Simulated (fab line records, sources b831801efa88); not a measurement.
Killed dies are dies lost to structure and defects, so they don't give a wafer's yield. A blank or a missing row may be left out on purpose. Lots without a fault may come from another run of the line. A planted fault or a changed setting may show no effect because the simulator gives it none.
Which tool did it? | flow gf180mcu | 13 lots, 39 wafers sampled, at 5 steps of a route of 602

WHAT THE GAUGES READ, wafer by wafer
GF_DNWELL_TW_MEAS_09. Usual: DNWELL_TW 1357, standard deviation 10.
lot  | measured    | on            | DNWELL_TW      | flag
L308 | day 2 19:41 | film_metro-02 | 1349 1341 1351 |
L309 | day 3 00:41 | film_metro-01 | 1369 1375 1382 |
L310 | day 3 05:14 | film_metro-01 | 1364 1368 1365 |
L314 | day 4 01:58 | film_metro-01 | 1369 1363 1367 |
L315 | day 4 07:44 | film_metro-04 | 1356 1362 1370 |
L317 | day 4 22:13 | film_metro-04 | 1363 1365 1368 |
L318 | day 5 07:32 | film_metro-04 | 1350 1356 1363 |
L324 | day 6 09:22 | film_metro-04 | 1466 1473 1473 | OFF
L325 | day 6 15:58 | film_metro-01 | 1469 1471 1471 | OFF
L326 | day 6 18:36 | film_metro-02 | 1456 1463 1458 | OFF
L327 | day 7 00:08 | film_metro-02 | 1360 1363 1360 |
L328 | day 7 05:17 | film_metro-04 | 1353 1345 1343 |
L329 | day 7 17:16 | film_metro-02 | 1363 1355 1352 |

GF_M1_OVL_MEAS_15. Usual: M1_OVL 0 nm, standard deviation 6.6.
lot  | measured     | on         | M1_OVL (nm) | flag
L308 | day 17 02:37 | overlay-02 | 8 2 1       |
L309 | day 17 05:28 | overlay-02 | 9 7 11      |
L310 | day 17 15:43 | overlay-02 | 0 -2 4      |
L314 | day 19 04:49 | overlay-02 | -4 0 -7     |
L315 | day 19 19:49 | overlay-02 | 5 9 8       |
L317 | day 20 10:26 | overlay-02 | 16 4 3      |
L318 | day 21 04:30 | overlay-02 | 4 0 -6      |
L324 | day 23 01:14 | overlay-01 | -6 -5 -11   |
L325 | day 23 10:16 | overlay-01 | 2 -9 -4     |
L326 | day 23 12:53 | overlay-01 | 8 4 6       |
L327 | day 23 22:47 | overlay-02 | -9 -15 -8   |
L328 | day 24 04:26 | overlay-01 | 1 4 -1      |
L329 | day 24 23:08 | overlay-01 | 0 0 -8      |

WHICH TOOL RAN EACH LOT (tool, then ch and the chambers of the sampled wafers, then the start)
lot  | GF_DNWELL_IMPLANT_07           | GF_PSD_STRIP_10                      | GF_CONTACT_SPUTTER_22
L308 | implanter-04 ch 0, day 2 19:26 | plasma_asher-04 ch 1, day 14 04:32   | pvd_sputter-02, day 16 02:51
L309 | implanter-02 ch 0, day 3 00:26 | plasma_asher-04 ch 0,1, day 14 09:56 | pvd_sputter-04, day 16 06:09
L310 | implanter-04 ch 0, day 3 04:59 | plasma_asher-04 ch 0,1, day 14 18:51 | pvd_sputter-03, day 16 17:10
L314 | implanter-01 ch 0, day 4 01:44 | plasma_asher-03 ch 0,1, day 16 04:20 | pvd_sputter-04, day 18 03:56
L315 | implanter-04 ch 0, day 4 07:31 | plasma_asher-04 ch 0, day 16 17:47   | pvd_sputter-02, day 18 18:21
L317 | implanter-01 ch 0, day 4 21:59 | plasma_asher-04 ch 0, day 17 08:08   | pvd_sputter-02, day 19 09:38
L318 | implanter-04 ch 0, day 5 07:17 | plasma_asher-01 ch 0,1, day 18 01:35 | pvd_sputter-04, day 20 03:22
L324 | implanter-04 ch 0, day 6 09:08 | plasma_asher-04 ch 0,1, day 19 22:28 | pvd_sputter-04, day 22 01:02
L325 | implanter-04 ch 0, day 6 15:43 | plasma_asher-01 ch 0,1, day 20 08:00 | pvd_sputter-02, day 22 10:26
L326 | implanter-04 ch 0, day 6 18:23 | plasma_asher-03 ch 0,1, day 20 11:53 | pvd_sputter-03, day 22 13:33
L327 | implanter-02 ch 0, day 6 23:55 | plasma_asher-04 ch 0,1, day 20 22:25 | pvd_sputter-03, day 22 23:35
L328 | implanter-02 ch 0, day 7 05:04 | plasma_asher-04 ch 0,1, day 21 04:05 | pvd_sputter-02, day 23 04:47
L329 | implanter-02 ch 0, day 7 17:02 | plasma_asher-03 ch 0,1, day 21 23:59 | pvd_sputter-03, day 24 00:38
- GF_DNWELL_IMPLANT_07
- GF_PSD_STRIP_10: strips in O2/N2.
- GF_CONTACT_SPUTTER_22: material Ti, target thk 15 nm, time 80.02 s.

WHAT THE TOOLS THEMSELVES READ (means of the sampled wafers that have a number; where no wafer has one, the mark that the record gives instead)
GF_DNWELL_IMPLANT_07. Usual: beam_on_s 10.00 s, standard deviation 0.22; end_station_pressure_torr 5.03e-06 Torr, standard deviation 2.7e-07; faraday_current_uA 56.4, standard deviation 1.2.
lot  | tool         | beam_on_s (s) | end_station_pressure_torr (Torr) | faraday_current_uA | flag
L308 | implanter-04 | 9.79          | 5.41e-06                         | 57.6               |
L309 | implanter-02 | 10.18         | 5.01e-06                         | 55.3               |
L310 | implanter-04 | 9.85          | 5.08e-06                         | 57.0               |
L314 | implanter-01 | 10.16         | 4.96e-06                         | 55.5               |
L315 | implanter-04 | 10.17         | 4.99e-06                         | 55.4               |
L317 | implanter-01 | 10.15         | 4.96e-06                         | 55.5               |
L318 | implanter-04 | 9.96          | 4.99e-06                         | 56.6               |
L324 | implanter-04 | 12.55         | 1.16e-04                         | 45.4               | OFF
L325 | implanter-04 | 12.72         | 1.16e-04                         | 44.9               | OFF
L326 | implanter-04 | 12.66         | 1.18e-04                         | 45.0               | OFF
L327 | implanter-02 | 10.01         | 5.20e-06                         | 56.4               |
L328 | implanter-02 | 10.00         | 4.98e-06                         | 56.5               |
L329 | implanter-02 | 10.01         | 4.94e-06                         | 56.3               |

GF_PSD_STRIP_10. Usual: drypump_motor_current_A 5.7 A, standard deviation 0.47; heater_power_w 323 W, standard deviation 22; oes_product_au 0.592 a.u., standard deviation 0.0044; strip_time_to_endpoint_s 16.53 s, standard deviation 0.036.
lot  | tool            | drypump_motor_current_A (A) | heater_power_w (W) | oes_product_au (a.u.) | strip_time_to_endpoint_s (s) | flag
L308 | plasma_asher-04 | 6.1                         | 334                | 0.588                 | 16.49                        |
L309 | plasma_asher-04 | 5.6                         | 324                | 0.593                 | 16.60                        |
L310 | plasma_asher-04 | 5.8                         | 325                | 0.593                 | 16.57                        |
L314 | plasma_asher-03 | 5.8                         | 305                | 0.587                 | 16.52                        |
L315 | plasma_asher-04 | 5.3                         | 315                | 0.587                 | 16.49                        |
L317 | plasma_asher-04 | 5.3                         | 313                | 0.589                 | 16.50                        |
L318 | plasma_asher-01 | 5.6                         | 338                | 0.593                 | 16.53                        |
L324 | plasma_asher-04 | 5.6                         | 319                | 0.591                 | 16.57                        |
L325 | plasma_asher-01 | 5.1                         | 353                | 0.593                 | 16.50                        |
L326 | plasma_asher-03 | 6.1                         | 315                | 0.595                 | 16.53                        |
L327 | plasma_asher-04 | 5.8                         | 328                | 0.590                 | 16.54                        |
L328 | plasma_asher-04 | 5.8                         | 335                | 0.592                 | 16.53                        |
L329 | plasma_asher-03 | 6.1                         | 310                | 0.594                 | 16.52                        |

GF_CONTACT_SPUTTER_22. Usual: throttle_valve_pct 30.2 %, standard deviation 1.1.
lot  | tool           | throttle_valve_pct (%) | flag
L308 | pvd_sputter-02 | 29.9                   |
L309 | pvd_sputter-04 | 29.8                   |
L310 | pvd_sputter-03 | 30.2                   |
L314 | pvd_sputter-04 | 30.4                   |
L315 | pvd_sputter-02 | 31.4                   |
L317 | pvd_sputter-02 | 30.6                   |
L318 | pvd_sputter-04 | 29.9                   |
L324 | pvd_sputter-04 | 29.5                   |
L325 | pvd_sputter-02 | 30.5                   |
L326 | pvd_sputter-03 | 28.9                   |
L327 | pvd_sputter-03 | 30.2                   |
L328 | pvd_sputter-02 | 30.5                   |
L329 | pvd_sputter-03 | 31.5                   |

THE ANSWER, worked out from the rows above alone
Rule: a lot is off if the mean of its wafers that have a number lies more than 3 standard deviations from the usual mean. A lot without any number at a reading at which 4 lots or more have one is off too. The other lots that the step has rows for count as sound. The gauges are gone through in route order, then the tools' own readings, and for those a lot's mean is taken as printed above. The first step at which some lot is off is used, and at that step the reading that is off furthest; a lot without a number counts as furthest.
Off: L324, L325, L326, at GF_DNWELL_TW_MEAS_09 (DNWELL_TW).
A tool fits if, at a process step before that reading, it ran every lot that is off, and no sound lot after the first of them. The gauges at GF_DNWELL_TW_MEAS_09 aren't tried: what is off there is off at GF_DNWELL_IMPLANT_07 too, on other tools, and a gauge's error can't cause that. One fits: implanter-04 at GF_DNWELL_IMPLANT_07. Its last sound lot is L318 (day 5 07:17), its first lot that is off L324 (day 6 09:08): a fault that began between those two fits.
The tool's own readings at GF_DNWELL_IMPLANT_07 bear it out: on the lots that are off they differ by more than 5 times the standard deviation of the sound lots' means. beam_on_s reads 12.64 s there against 10.03 s on the sound lots; end_station_pressure_torr reads 1.17e-04 Torr there against 5.05e-06 Torr on the sound lots; faraday_current_uA reads 45.1 there against 56.2 on the sound lots.

WHAT THE SIMULATOR HAD PUT IN
Process parameter drift: implanter-04, from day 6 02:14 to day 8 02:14, at GF_DNWELL_IMPLANT_07. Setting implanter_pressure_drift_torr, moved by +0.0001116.
Process parameter drift: implanter-04, from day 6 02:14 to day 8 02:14, at GF_DNWELL_IMPLANT_07. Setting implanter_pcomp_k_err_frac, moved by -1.
Lots struck among those shown: L324, L325, L326. The rule above found the same.
